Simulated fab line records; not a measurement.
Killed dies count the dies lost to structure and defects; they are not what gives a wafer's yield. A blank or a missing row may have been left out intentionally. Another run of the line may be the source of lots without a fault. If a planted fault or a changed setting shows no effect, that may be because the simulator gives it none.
Matching of chambers / flow sky130 / cmp-01 running SKY_CONTACT_CMP_27: 4 sister chambers
The step polishes, stops on SiO2, t overpolish 15 s, target thk 0 nm. 27 wafers are shown with their chamber, then 12 later ones without.

## WAFERS WITH THEIR CHAMBER
wafer=L075.1; chamber=3; motor current A (A)=12.8; time to endpoint s (s)=85; head pressure psi (psi)=3.495
wafer=L075.2; chamber=2; motor current A (A)=11.5; time to endpoint s (s)=77; head pressure psi (psi)=3.501
wafer=L075.4; chamber=1; motor current A (A)=11.2; time to endpoint s (s)=76; head pressure psi (psi)=3.495
wafer=L076.2; chamber=1; motor current A (A)=10.9; time to endpoint s (s)=79; head pressure psi (psi)=3.499
wafer=L076.5; chamber=3; motor current A (A)=11.7; time to endpoint s (s)=87; head pressure psi (psi)=3.499
wafer=L076.6; chamber=2; motor current A (A)=11.8; time to endpoint s (s)=82; head pressure psi (psi)=3.494
wafer=L080.1; chamber=2; motor current A (A)=12.3; time to endpoint s (s)=80; head pressure psi (psi)=3.500
wafer=L080.4; chamber=1; motor current A (A)=11.0; time to endpoint s (s)=79; head pressure psi (psi)=3.501
wafer=L080.6; chamber=1; motor current A (A)=11.0; time to endpoint s (s)=81; head pressure psi (psi)=3.485
wafer=L081.1; chamber=2; motor current A (A)=11.7; time to endpoint s (s)=78; head pressure psi (psi)=3.500
wafer=L081.3; chamber=3; motor current A (A)=12.3; time to endpoint s (s)=85; head pressure psi (psi)=3.511
wafer=L081.6; chamber=2; motor current A (A)=12.3; time to endpoint s (s)=78; head pressure psi (psi)=3.505
wafer=L082.2; chamber=3; motor current A (A)=12.6; time to endpoint s (s)=84; head pressure psi (psi)=3.517
wafer=L082.3; chamber=1; motor current A (A)=11.0; time to endpoint s (s)=83; head pressure psi (psi)=3.507
wafer=L082.4; chamber=2; motor current A (A)=11.6; time to endpoint s (s)=82; head pressure psi (psi)=3.488
wafer=L083.1; chamber=2; motor current A (A)=11.9; time to endpoint s (s)=82; head pressure psi (psi)=3.508
wafer=L083.4; chamber=1; motor current A (A)=10.9; time to endpoint s (s)=79; head pressure psi (psi)=3.491
wafer=L083.6; chamber=2; motor current A (A)=11.8; time to endpoint s (s)=76; head pressure psi (psi)=3.504
wafer=L084.4; chamber=2; motor current A (A)=12.0; time to endpoint s (s)=76; head pressure psi (psi)=3.500
wafer=L084.5; chamber=2; motor current A (A)=12.0; time to endpoint s (s)=76; head pressure psi (psi)=3.501
wafer=L084.6; chamber=3; motor current A (A)=12.5; time to endpoint s (s)=83; head pressure psi (psi)=3.506
wafer=L086.1; chamber=0; motor current A (A)=9.1; time to endpoint s (s)=95; head pressure psi (psi)=3.511
wafer=L086.2; chamber=3; motor current A (A)=12.3; time to endpoint s (s)=93; head pressure psi (psi)=3.493
wafer=L086.3; chamber=1; motor current A (A)=10.9; time to endpoint s (s)=86; head pressure psi (psi)=3.499
wafer=L089.1; chamber=2; motor current A (A)=11.3; time to endpoint s (s)=79; head pressure psi (psi)=3.494
wafer=L089.4; chamber=0; motor current A (A)=9.9; time to endpoint s (s)=88; head pressure psi (psi)=3.501
wafer=L089.5; chamber=3; motor current A (A)=12.3; time to endpoint s (s)=87; head pressure psi (psi)=3.502

SIGNATURES, as means of the wafers listed above
reading=motor current A; chamber 0=9.500; chamber 1=10.986; chamber 2=11.836; chamber 3=12.357; scatter within a chamber=0.3
reading=time to endpoint s; chamber 0=91.50; chamber 1=80.43; chamber 2=78.73; chamber 3=86.29; scatter within a chamber=3.05
reading=head pressure psi; chamber 0=3.50600; chamber 1=3.49671; chamber 2=3.49955; chamber 3=3.50329; scatter within a chamber=0.007
Rule: a wafer lies at a distance from a chamber equal to the root of the sum of squares, over the readings, of (its reading less the chamber's mean, divided by the reading's scatter). The wafer belongs to the nearest chamber; if the next one is less than 2 further off, it can't be placed. How the scatter is found: for the shown wafers, subtract from each reading the mean of its chamber, square and add these, divide the total by (wafers less chambers), then take the root.

## WAFERS WITH NO CHAMBER GIVEN
wafer=L088.3; motor current A (A)=12.4; time to endpoint s (s)=83; head pressure psi (psi)=3.499
wafer=L088.4; motor current A (A)=10.2; time to endpoint s (s)=86; head pressure psi (psi)=3.507
wafer=L088.6; motor current A (A)=12.0; time to endpoint s (s)=85; head pressure psi (psi)=3.506
wafer=L095.1; motor current A (A)=12.4; time to endpoint s (s)=83; head pressure psi (psi)=3.494
wafer=L095.2; motor current A (A)=12.5; time to endpoint s (s)=90; head pressure psi (psi)=3.489
wafer=L095.5; motor current A (A)=12.6; time to endpoint s (s)=83; head pressure psi (psi)=3.490
wafer=L090.1; motor current A (A)=11.8; time to endpoint s (s)=82; head pressure psi (psi)=3.510
wafer=L090.5; motor current A (A)=11.5; time to endpoint s (s)=85; head pressure psi (psi)=3.499
wafer=L090.6; motor current A (A)=11.1; time to endpoint s (s)=79; head pressure psi (psi)=3.490
wafer=L097.1; motor current A (A)=12.2; time to endpoint s (s)=82; head pressure psi (psi)=3.502
wafer=L097.2; motor current A (A)=11.0; time to endpoint s (s)=79; head pressure psi (psi)=3.505
wafer=L097.6; motor current A (A)=11.0; time to endpoint s (s)=77; head pressure psi (psi)=3.507

## EACH ONE'S CHAMBER
wafer=L088.3; from the rows above=can't be placed: 3 or 2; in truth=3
wafer=L088.4; from the rows above=can't be placed: 0 or 1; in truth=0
wafer=L088.6; from the rows above=can't be placed: 3 or 2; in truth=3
wafer=L095.1; from the rows above=can't be placed: 3 or 2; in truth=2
wafer=L095.2; from the rows above=3; in truth=3
wafer=L095.5; from the rows above=can't be placed: 3 or 2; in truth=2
wafer=L090.1; from the rows above=can't be placed: 2 or 3 or 1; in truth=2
wafer=L090.5; from the rows above=can't be placed: 1 or 2 or 3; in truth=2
wafer=L090.6; from the rows above=can't be placed: 1 or 2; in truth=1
wafer=L097.1; from the rows above=can't be placed: 3 or 2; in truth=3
wafer=L097.2; from the rows above=can't be placed: 1 or 2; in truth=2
wafer=L097.6; from the rows above=can't be placed: 1 or 2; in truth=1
Placed correctly: 1 of 12. Not placeable from these rows: 11 (in 11, the candidates include the true chamber). 0 placed wrongly.
